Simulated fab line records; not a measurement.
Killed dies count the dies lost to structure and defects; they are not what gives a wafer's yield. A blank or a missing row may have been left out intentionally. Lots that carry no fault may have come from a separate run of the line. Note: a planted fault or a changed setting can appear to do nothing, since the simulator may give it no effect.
The same fault as seen by 2 desks + flow gf180mcu + each desk has only its own numbers; what lay behind them comes last

TOOL OWNER'S DESK, pvd_sputter-02
The tool's own readings at GF_TOP_METAL_SPUTTER_02 (material AlCu, target thk 900 nm, time 46.82 s): means of the sampled wafers that have a number, for each lot that ran on this tool. A lot is out of limits, marked OUT, if its mean lies more than 4 standard deviations from the usual mean; the brackets give that distance.
Columns: A = throttle_valve_pct at GF_TOP_METAL_SPUTTER_02, usual 29.6 %
| lot  | first seen here | A    |
|------|-----------------|------|
| L933 | day 28 13:08    | 29.2 |
| L939 | day 31 06:56    | 29.5 |
| L941 | day 31 08:16    | 30.4 |
This desk's verdict: no lot among the 3 shows anything out of limits.

AT THE METROLOGY DESK
What the gauges read, lot by lot, whatever tool the lot ran on: means of the sampled wafers that have a number. A lot is out of limits, marked OUT, if its mean lies more than 4 standard deviations from the usual mean; the brackets give that distance.
Columns: A = V5_W_RS at GF_V5_RS_MEAS_24, usual 0.327 ohm/sq; B = V5_W_THK at GF_V5_THK_MEAS_25, usual 365 nm
| lot  | first seen here | A     | B   |
|------|-----------------|-------|-----|
| L933 | day 28 12:31    | 0.329 | 360 |
| L937 | day 29 23:47    | 0.326 | 365 |
| L939 | day 31 06:22    | 0.331 | 361 |
| L941 | day 31 07:40    | 0.328 | 362 |
| L943 | day 31 23:12    | 0.326 | 364 |
| L946 | day 32 11:14    | 0.327 | 361 |
This desk's verdict: no lot among the 6 shows anything out of limits.

ALL TOGETHER
The desk of the tool owner found nothing out of limits.
Metrology desk: nothing out of limits seen.

WHAT THE SIMULATOR PUT IN
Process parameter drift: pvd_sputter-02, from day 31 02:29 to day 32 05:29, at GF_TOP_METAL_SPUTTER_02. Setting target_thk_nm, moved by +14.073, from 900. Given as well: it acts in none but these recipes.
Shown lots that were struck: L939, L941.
